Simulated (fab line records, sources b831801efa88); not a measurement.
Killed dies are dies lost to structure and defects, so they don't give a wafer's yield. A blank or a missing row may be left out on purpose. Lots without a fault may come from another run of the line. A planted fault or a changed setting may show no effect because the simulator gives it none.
fab line records | flow gf180mcu | part 2 of 2: steps 34 to 42 of 42
record lots=5 wafers=15 last_day=33
route steps=602 shown M3@418 V3@429 M4@456
lots that met no fault: from a run of the same line without faults
start_h: hours from the record's first day to the start of the lot's first wafer shown | wait_h: hours since the lot's step before | " the same as in the row above | L1.1+2: a row that stands for several wafers | - no value, or no start given | * or withheld: withheld | < > ~ a bound
route shown NAME@n: a module of which the file shows steps, and the number in the route of the first | usual: mean/standard deviation of fault-free wafers | same: alike in all rows | chamber/n: place in a boat | sites: the reading at each site | _std_site: their standard deviation | _edge_site: outer sites' mean less inner sites' | radius_mm: how far each site lies from the wafer's centre | mask NAME#n: copy n | behind: the tool/chamber that last shaped the wafer | hold: why the lot was held/for how many hours/how that ended | device: the transistor (n, p or np) that didn't switch | end of line: the same wafers' tests at the end of the route | a step without rows: its recipe alone | killed: dies lost to structure and defects at the first sort, not the wafer's yield | map: a wafer's dies, x killed, . not, _ none there
set.NAME: the setting as run; set.NAME@STEP: as run at that earlier step | model.NAME: the simulator's own value behind a step, which no gauge read
lots at some steps of the route; a table a step, a row a wafer
services: from which hour (start_h, from the record's first day; less than 0 if before it) a tool's chamber was out of use, for how many hours, and why
## steps
# step GF_V3_SPUTTER_22
# recipe material=TiN target_thk_nm=10 chamber_pressure_pa=5 power_w=4000 time_s=40
# usual throttle_valve_pct=30.0/1
# columns lot.wafer tool chamber start_h wait_h throttle_valve_pct
L074.1 pvd_sputter-03 - 514.46 0.0 28.6
L074.2 " - " " 30.9
L074.6 " - " " 28.5
L079.2 pvd_sputter-02 - 567.89 0.0 29.6
L079.3 " - " " 30.4
L079.5 " - " " 29.9
L083.1 pvd_sputter-03 - 599.32 0.0 31.4
L083.2 " - " " 28.7
L083.5 " - " " 31.3
L087.3 pvd_sputter-02 - 629.74 0.0 30.8
L087.4 " - " " 30.3
L087.6 " - " " 30.9
L091.1 pvd_sputter-03 - 647.22 0.0 31.1
L091.3 " - " " 30.2
L091.6 " - " " 29.8
# step GF_V3_CVD_23
# recipe material=W target_thk_nm=350 time_s=104.9 temp_c=400 pressure_torr=40
# usual heater_power_w=791/44
# columns lot.wafer tool chamber start_h wait_h heater_power_w
L074.1 cvd_w-01 0 514.50 0.0 741
L074.2 " 1 " " 813
L074.6 " 0 " " 729
L079.2 cvd_w-02 0 567.93 0.0 758
L079.3 " 1 " " 822
L079.5 " 1 " " 835
L083.1 cvd_w-01 0 599.36 0.0 729
L083.2 " 1 " " 849
L083.5 " 1 " " 801
L087.3 cvd_w-01 1 629.82 0.1 842
L087.4 " 0 " " 738
L087.6 " 1 " " 821
L091.1 cvd_w-01 1 647.26 0.0 824
L091.3 " 0 " " 759
L091.6 " 0 " " 734
# step GF_V3_RS_MEAS_24
# recipe thk_meas_gauge=four-point-probe reads=W_of_V3_CVD_23+TiN_of_V3_SPUTTER_22+Ti_of_V3_SPUTTER_21
# usual V3_W_RS=0.325/0.004
# columns lot.wafer tool chamber start_h wait_h V3_W_RS[ohm/sq]
L074.1 film_metro-02 - 514.61 0.1 0.321
L074.2 " - " " 0.330
L074.6 " - " " 0.319
L079.2 film_metro-04 - 568.06 0.1 0.327
L079.3 " - " " 0.330
L079.5 " - " " 0.329
L083.1 film_metro-04 - 599.47 0.1 0.319
L083.2 " - " " 0.327
L083.5 " - " " 0.324
L087.3 film_metro-04 - 629.93 0.1 0.328
L087.4 " - " " 0.320
L087.6 " - " " 0.329
L091.1 film_metro-03 - 647.37 0.1 0.332
L091.3 " - " " 0.322
L091.6 " - " " 0.325
# step GF_V3_THK_MEAS_25
# recipe thk_meas_gauge=xrf reads=W_of_V3_CVD_23
# usual V3_W_THK=345/6
# columns lot.wafer tool chamber start_h wait_h V3_W_THK[nm]
L074.1 film_metro-02 - 514.73 0.1 347
L074.2 " - " " 337
L074.6 " - " " 347
L079.2 film_metro-04 - 568.17 0.1 346
L079.3 " - " " 342
L079.5 " - " " 343
L083.1 film_metro-04 - 599.59 0.1 355
L083.2 " - " " 346
L083.5 " - " " 349
L087.3 film_metro-04 - 630.03 0.1 348
L087.4 " - " " 356
L087.6 " - " " 346
L091.1 film_metro-03 - 647.49 0.1 335
L091.3 " - " " 347
L091.6 " - " " 341
# step GF_V3_CMP_26
# recipe stop_on=SiO2 down_force_psi=3.5 platen_rpm=60 t_overpolish_s=15 target_thk_nm=0 pad_velocity_m_s=0.94248
# usual head_pressure_psi=3.501/0.0082 motor_current_A=11.1/1.1 overpolish_run_s=14.999/0.0089 time_to_endpoint_s=86/3.4
# columns lot.wafer tool chamber start_h wait_h head_pressure_psi motor_current_A overpolish_run_s time_to_endpoint_s
L074.1 cmp-02 0 514.79 0.1 3.498 10.8 14.985 85
L074.2 " 1 " " 3.498 11.1 15.004 84
L074.6 " 0 " " 3.502 10.7 15.010 85
L079.3 cmp-02 0 568.22 0.0 3.508 10.8 15.000 85
L079.2 " 1 " " 3.493 10.9 15.015 87
L079.5 " 0 " " 3.503 11.4 15.003 89
L083.1 cmp-02 2 599.70 0.1 3.510 13.0 15.003 92
L083.2 " 3 " " 3.501 12.8 14.989 86
L083.5 " 1 " " 3.506 11.3 15.001 87
L087.3 cmp-01 3 630.07 0.0 3.505 11.8 14.998 85
L087.4 " 2 " " 3.485 10.1 15.006 87
L087.6 " 0 " " 3.495 9.5 15.005 89
L091.1 cmp-02 2 647.55 0.1 3.513 12.5 14.991 83
L091.3 " 1 " " 3.479 11.1 14.995 85
L091.6 " 3 " " 3.510 12.1 14.984 82
# step GF_M4_SPUTTER_00
# recipe material=Ti target_thk_nm=37.5 arriving_ion_energy_ev=80 substrate_temp_c=200 chamber_pressure_pa=2 power_w=4000 time_s=150
# usual throttle_valve_pct=29.7/1.5
# columns lot.wafer tool chamber start_h wait_h throttle_valve_pct
L074.1 pvd_sputter-01 - 515.09 0.2 31.7
L074.2 " - " " 30.1
L074.6 " - " " 27.7
L079.2 pvd_sputter-03 - 568.52 0.2 30.0
L079.3 " - " " 28.7
L079.5 " - " " 28.6
L083.1 pvd_sputter-04 - 599.95 0.2 30.1
L083.2 " - " " 28.8
L083.5 " - " " 30.3
L087.3 pvd_sputter-01 - 630.37 0.2 27.4
L087.4 " - " " 30.4
L087.6 " - " " 27.7
L091.1 pvd_sputter-01 - 647.85 0.2 31.7
L091.3 " - " " 29.8
L091.6 " - " " 31.5
# step GF_M4_SPUTTER_01
# recipe material=TiN target_thk_nm=30 power_w=6500 time_s=25 chamber_pressure_pa=0.4
# usual throttle_valve_pct=29.7/1.6
# columns lot.wafer tool chamber start_h wait_h throttle_valve_pct
L074.1 pvd_sputter-01 - 515.19 0.1 31.4
L074.2 " - " " 29.8
L074.6 " - " " 27.3
L079.2 pvd_sputter-03 - 568.62 0.1 30.2
L079.3 " - " " 28.5
L079.5 " - " " 28.8
L083.1 pvd_sputter-04 - 600.05 0.1 30.2
L083.2 " - " " 28.9
L083.5 " - " " 30.5
L087.3 pvd_sputter-01 - 630.47 0.1 27.4
L087.4 " - " " 30.1
L087.6 " - " " 27.4
L091.1 pvd_sputter-01 - 647.95 0.1 31.5
L091.3 " - " " 29.9
L091.6 " - " " 31.5
# step GF_M4_SPUTTER_02
# recipe material=AlCu target_thk_nm=450 power_w=10600 time_s=23.9 chamber_pressure_pa=0.4
# usual throttle_valve_pct=29.7/1.6
# columns lot.wafer tool chamber start_h wait_h throttle_valve_pct
L074.1 pvd_sputter-01 - 515.22 0.0 31.7
L074.2 " - " " 30.1
L074.6 " - " " 27.5
L079.2 pvd_sputter-03 - 568.65 0.0 30.0
L079.3 " - " " 28.5
L079.5 " - " " 28.6
L083.1 pvd_sputter-04 - 600.08 0.0 30.3
L083.2 " - " " 28.7
L083.5 " - " " 30.5
L087.3 pvd_sputter-01 - 630.50 0.0 27.4
L087.4 " - " " 30.4
L087.6 " - " " 27.6
L091.1 pvd_sputter-01 - 647.98 0.0 31.4
L091.3 " - " " 30.0
L091.6 " - " " 31.7
# step GF_M4_SPUTTER_03
# recipe material=Ti target_thk_nm=10 substrate_temp_c=300 chamber_pressure_pa=0.3 power_w=3000 time_s=6.7
# usual throttle_valve_pct=29.7/1.6
# columns lot.wafer tool chamber start_h wait_h throttle_valve_pct
L074.1 pvd_sputter-01 - 515.25 0.0 31.6
L074.2 " - " " 30.0
L074.6 " - " " 27.3
L079.2 pvd_sputter-03 - 568.68 0.0 30.1
L079.3 " - " " 28.5
L079.5 " - " " 28.7
L083.1 pvd_sputter-04 - 600.11 0.0 30.3
L083.2 " - " " 28.9
L083.5 " - " " 30.3
L087.3 pvd_sputter-01 - 630.53 0.0 27.4
L087.4 " - " " 30.0
L087.6 " - " " 27.4
L091.1 pvd_sputter-01 - 648.01 0.0 31.7
L091.3 " - " " 29.8
L091.6 " - " " 31.5
## services
# columns tool chamber start_h hours kind
rie_diel-03 - 457.45 0.4 repair
cmp-01 - 462.48 7.2 pm
rie_diel-02 - 470.74 0.3 repair
krf_scanner-01 - 475.68 1.0 pm
pvd_sputter-04 - 480.69 1.8 repair
cmp-02 - 492.15 1.1 repair
cmp-01 - 498.77 2.7 repair
wet_bench-03 - 504.17 4.0 repair
rie_diel-03 1 511.44 9.9 repair
plasma_asher-03 - 513.05 1.2 repair
cmp-02 - 520.85 1.4 repair
cmp-02 - 522.21 6.6 pm
cvd_w-01 0 527.99 5.7 repair
pvd_sputter-01 - 547.06 1.4 repair
plasma_asher-03 - 551.71 4.0 repair
krf_scanner-01 - 553.32 4.0 pm
pvd_sputter-01 - 562.60 2.2 repair
rie_diel-03 1 564.11 1.3 repair
rie_diel-03 - 573.57 3.0 repair
krf_scanner-01 - 589.25 0.8 pm
cmp-02 - 606.41 1.4 repair
rie_diel-03 - 611.80 1.6 repair
krf_scanner-01 - 612.18 1.3 pm
krf_scanner-01 - 644.68 1.0 pm
